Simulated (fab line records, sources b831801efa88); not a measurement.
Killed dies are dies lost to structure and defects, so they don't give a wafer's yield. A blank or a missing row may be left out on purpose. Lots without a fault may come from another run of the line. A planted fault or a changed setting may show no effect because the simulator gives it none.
Problem report in the 8D (eight disciplines) form, filled by code | flow sky130 | the parts of the form that need people (team, actions taken, sign-off) are left out

1. THE PROBLEM
killed_at_M0_to_M3 at SKY_PAD_OPEN_PROBE_99 reads a mean of 177 on 4 wafers of 3 lots; wafers without a fault read 43 with a standard deviation of 6.5. That is +21 standard deviations from the usual mean.
First seen on wafer L975.1, day 48 16:24, on prober-01. The record holds 21 wafers of 7 lots with a number at this step. Rule for "out", or "out of limits": more than 4 standard deviations from the usual mean. The other wafers with a number count as sound.

2. WHAT IT IS AND WHAT IT IS NOT
question                    | is                                                                                                                                        | is not
which readings at this step | killed_at_M0_to_M3, defect_limited_yield, killed_dies, killed_on_rim, sort_bin_5_function, sort_bin_6_memory, sort_n_pass, sort_yield_pct | killed_at_M4_up, killed_at_contacts, killed_at_front_end, killed_at_other, killed_open
which lots                  | L975, L976, L977                                                                                                                          | L965, L966, L971, L978
which wafers of those lots  | L975.1, L976.1, L976.5, L977.4                                                                                                            | L975.2, L975.4, L976.6, L977.1, L977.5
read on which tools         | prober-01, prober-02                                                                                                                      | -
when                        | from day 48 16:24                                                                                                                         | up to then (9 sound wafers); but 8 sound wafers of L975, L976, L977, L978 came after

3. SUSPECTS, AND WHAT RULES EACH OUT
Counting: a tool at a process step up to the reading stays a suspect if it ran every lot that is out. Sound lots after the first of them don't rule it out here, since some wafers of a struck lot are sound.
- cmp-02 at SKY_VIA2_CMP_24 (polishes, stops on SiO2, t overpolish 20 s, target thk 0 nm): kept. It ran every lot that is out, first L975 (day 40 01:51); its last sound lot up to then is L971 (day 39 06:10).
- Within cmp-02 at SKY_VIA2_CMP_24: the wafers that are out ran in chamber 1; their sound lot-mates ran in chambers 0, 2, 3.
Left after counting: cmp-02 at SKY_VIA2_CMP_24.

4. THE CAUSE (what the simulator had put in)
Chamber particle source: cmp-02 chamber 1, from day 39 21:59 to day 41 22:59, at SKY_VIA2_CMP_24. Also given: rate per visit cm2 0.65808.
Counting left only this tool.

5. THE CHAIN OF EFFECTS, in route order
Each row: a reading whose mean over the struck wafers that have a number lies more than 3 standard deviations from the usual. Only readings for which the record gives a usual standard deviation are gone through. hours: the time from each lot's start at the first step in this table that gives one to its start at this step, as a median over the lots. sigmas: the change in usual standard deviations.
hours | step                  | reading              | usual  | on struck wafers | change | sigmas
0     | SKY_PAD_OPEN_PROBE_99 | defect_limited_yield | 82.4 % | 56.2             | -26.2  | -14
0     | SKY_PAD_OPEN_PROBE_99 | killed_at_M0_to_M3   | 43     | 177              | +134   | +21
0     | SKY_PAD_OPEN_PROBE_99 | killed_dies          | 87     | 216              | +128   | +14
0     | SKY_PAD_OPEN_PROBE_99 | killed_on_rim        | 18     | 40               | +22    | +5.2
0     | SKY_PAD_OPEN_PROBE_99 | sort_bin_3_pad_short | 0.9 %  | 2.4              | +1.5   | +3.6
0     | SKY_PAD_OPEN_PROBE_99 | sort_bin_5_function  | 10.5 % | 26.6             | +16.1  | +12
0     | SKY_PAD_OPEN_PROBE_99 | sort_bin_6_memory    | 6.3 %  | 14.8             | +8.4   | +8.7
0     | SKY_PAD_OPEN_PROBE_99 | sort_n_pass          | 405    | 276              | -128   | -14
0     | SKY_PAD_OPEN_PROBE_99 | sort_yield_pct       | 82.4 % | 56.2             | -26.2  | -14
The process steps in it:
- SKY_PAD_OPEN_PROBE_99

6. WHAT WOULD HAVE CAUGHT IT SOONER
In this record the first reading out of limits was taken at day 48 16:24, 210 hours after the fault began at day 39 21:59.
Of the tool readings at SKY_VIA2_CMP_24 for which the record gives a usual standard deviation, none was out on any struck wafer, so an alarm limit of 4 standard deviations on them would not have fired.
All the lots that are out (3) had begun SKY_VIA2_CMP_24 on cmp-02 by day 48 16:24. A hold on the tool at that time would have spared none of them.
